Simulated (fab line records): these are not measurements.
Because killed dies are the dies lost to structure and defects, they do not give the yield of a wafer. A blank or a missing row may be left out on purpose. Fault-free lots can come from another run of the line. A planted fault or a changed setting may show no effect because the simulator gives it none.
Which tool was responsible?	flow gf180mcu	33 wafers from 11 lots sampled at 5 of the route's 602 steps

== WHAT EACH GAUGE READ, for each wafer ==
GF_VT_IMPLANT_TW_MEAS_32.
lot	measured	on	VT_IMPLANT_3_TW
L978	day 6 20:28	film metro-03	262.5 263.1 263.2
L982	day 7 19:35	film metro-03	263.6 262.1 260.6
L984	day 8 11:22	film metro-03	262.0 263.2 263.6
L985	day 8 15:46	film metro-03	263.8 263.9 261.0
L986	day 8 22:20	film metro-01	267.9 268.4 267.8
L987	day 9 05:10	film metro-02	267.5 268.3 267.0
L994	day 11 08:29	film metro-02	268.2 267.9 268.0
L995	day 11 13:44	film metro-01	270.8 270.5 269.4
L996	day 11 19:32	film metro-01	268.4 269.4 269.5
L997	day 12 03:02	film metro-01	266.9 268.6 268.6
L101	day 13 02:11	film metro-02	266.5 268.8 268.3

GF_VT_IMPLANT_RS_MEAS_48: measures by four-point-probe.
lot	measured	on	LVPWELL_RS (ohm/sq)
L978	day 7 11:32	film metro-04	1187 1191 1189
L982	day 8 12:44	film metro-03	1195 1194 1194
L984	day 9 03:44	film metro-04	1191 1189 1196
L985	day 9 08:29	film metro-04	1192 1190 1190
L986	day 9 16:02	film metro-03	1192 1190 1192
L987	day 9 22:22	film metro-04	1191 1190 1194
L994	day 12 04:17	film metro-04	1194 1193 1192
L995	day 12 09:21	film metro-03	1153 1148 1152 1154 1147 1151
L996	day 12 15:35	film metro-04	1147 1149 1150 1149 1147 1148
L997	day 12 23:40	film metro-03	1197 1196 1195
L101	day 13 23:32	film metro-01	1198 1202 1198

GF_VT_IMPLANT_RS_MEAS_49: measures by four-point-probe.
lot	measured	on	MVPSD_RS (ohm/sq)
L978	day 7 11:40	film metro-04	1169.2 1164.1 1164.9
L982	day 8 12:52	film metro-03	1163.9 1166.5 1167.7
L984	day 9 03:51	film metro-04	1168.2 1164.4 1163.7
L985	day 9 08:36	film metro-04	1167.0 1164.6 1165.8
L986	day 9 16:10	film metro-03	1164.8 1164.1 1168.8
L987	day 9 22:29	film metro-04	1163.7 1167.6 1165.7
L994	day 12 04:24	film metro-04	1167.4 1163.7 1168.2
L995	day 12 12:29	film metro-03	1168.2 1165.1 1169.3
L996	day 12 18:05	film metro-04	1171.3 1173.8 1171.9
L997	day 12 23:47	film metro-03	1171.0 1166.7 1169.3
L101	day 13 23:39	film metro-01	1171.3 1167.6 1172.7

== WHICH TOOL RAN EACH LOT (tool, then ch and the chambers of the sampled wafers, then the start) ==
lot	GF_LVPWELL_IMPLANT_08	GF_VT_IMPLANT_STRIP_20
L978	implanter-02 ch 0, day 3 21:07	plasma asher-01 ch 0,1, day 6 05:19
L982	implanter-02 ch 0, day 4 18:02	plasma asher-02 ch 0,1, day 7 04:14
L984	implanter-03 ch 0, day 5 06:14	plasma asher-02 ch 0,1, day 7 18:25
L985	implanter-02 ch 0, day 5 10:56	plasma asher-02 ch 0,1, day 7 23:07
L986	implanter-02 ch 0, day 5 16:53	plasma asher-02 ch 0,1, day 8 05:43
L987	implanter-02 ch 0, day 5 21:50	plasma asher-03 ch 0,1, day 8 13:08
L994	implanter-03 ch 0, day 7 17:37	plasma asher-02 ch 0,1, day 10 13:35
L995	implanter-02 ch 0, day 7 22:23	plasma asher-01 ch 0,1, day 10 20:07
L996	implanter-02 ch 0, day 8 01:26	plasma asher-03 ch 0,1, day 11 00:14
L997	implanter-03 ch 0, day 8 09:07	plasma asher-01 ch 0,1, day 11 07:26
L101	implanter-03 ch 0, day 9 04:42	plasma asher-03 ch 0,1, day 12 05:55
- GF_LVPWELL_IMPLANT_08
- GF_VT_IMPLANT_STRIP_20: strips in O2/N2.

== AS READ BY THE TOOLS THEMSELVES (means over the sampled wafers that have a number; for cases with no such wafer, the mark the record gives instead) ==
GF_LVPWELL_IMPLANT_08.
lot	tool	dose ions cm2	faraday current uA
L978	implanter-02	1.5e+13	83.7
L982	implanter-02	1.5e+13	83.6
L984	implanter-03	1.5e+13	84.1
L985	implanter-02	1.5e+13	85.0
L986	implanter-02	1.5e+13	84.7
L987	implanter-02	1.5e+13	83.9
L994	implanter-03	1.5e+13	84.9
L995	implanter-02	1.6e+13	90.7
L996	implanter-02	1.6e+13	92.2
L997	implanter-03	1.5e+13	85.5
L101	implanter-03	1.5e+13	85.4

GF_VT_IMPLANT_STRIP_20.
lot	tool	chamber pressure mTorr (mTorr)	drypump motor current A (A)	heater power w (W)	oes product au (a.u.)	platen temp c (C)	strip time to endpoint s (s)
L978	plasma asher-01	1500.1	5.8	376	0.711	250.03	12.54
L982	plasma asher-02	1499.5	5.2	325	0.718	250.00	12.57
L984	plasma asher-02	1499.8	5.1	328	0.714	249.98	12.58
L985	plasma asher-02	1499.7	5.2	326	0.714	250.02	12.63
L986	plasma asher-02	1501.4	5.2	327	0.720	249.92	12.61
L987	plasma asher-03	1499.1	6.3	329	0.713	250.18	12.64
L994	plasma asher-02	1499.1	5.1	325	0.719	250.06	12.61
L995	plasma asher-01	1501.0	5.8	380	0.714	250.07	12.61
L996	plasma asher-03	1499.8	6.5	330	0.715	250.05	12.63
L997	plasma asher-01	1500.8	5.8	381	0.720	249.97	12.61
L101	plasma asher-03	1499.6	6.3	326	0.715	250.22	12.61

== THE ANSWER, worked out from the rows above alone ==
Rule: the usual values come from the lots themselves. The widest of any qualifying gaps counts: lots, ordered by their means at a reading, are off when they make up no more than a third of the lots, leave a main group of 4 or more, and stand apart from it by 3 or more times the standard deviation of that group's means. If all means in a main group match to the digits the tables above print for the reading, that group is not used. A lot without any number at a reading at which 4 lots or more have one is off too. The other lots that the step has rows for count as sound. First the gauges in route order, then the tools' own readings, where a lot's mean is used as printed above. At the first step where some lot is off, the reading lying furthest off is the one used; lots without a number count as furthest.
Off: at GF_VT_IMPLANT_RS_MEAS_48 (LVPWELL_RS), L995, L996. The main group: mean 1193 ohm/sq, standard deviation 2.9.
A tool fits if, at a process step before that reading, it ran every lot that is off, and no sound lot after the first of them. The gauges at GF_VT_IMPLANT_RS_MEAS_48 aren't tried: what is off there is off at GF_LVPWELL_IMPLANT_08 too, on other tools, and a gauge's error can't cause that. One candidate fits, namely implanter-02 at GF_LVPWELL_IMPLANT_08. A fault onset in the window from L987 (day 5 21:50, its last sound lot) to L995 (day 7 22:23, its first lot off) fits.
The tool's own readings at GF_LVPWELL_IMPLANT_08 bear it out: on the lots that are off they differ by more than 5 times the standard deviation of the sound lots' means. dose ions cm2 reads 1.6e+13 there against 1.5e+13 on the sound lots; faraday current uA reads 91.5 there against 84.5 on the sound lots.

== WHAT WAS PUT IN BY THE SIMULATOR ==
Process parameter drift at GF_LVPWELL_IMPLANT_08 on implanter-02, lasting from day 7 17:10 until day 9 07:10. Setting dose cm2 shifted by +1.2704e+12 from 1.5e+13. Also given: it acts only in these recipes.
Lots struck among those shown: L995, L996. The rule above reached the same finding.
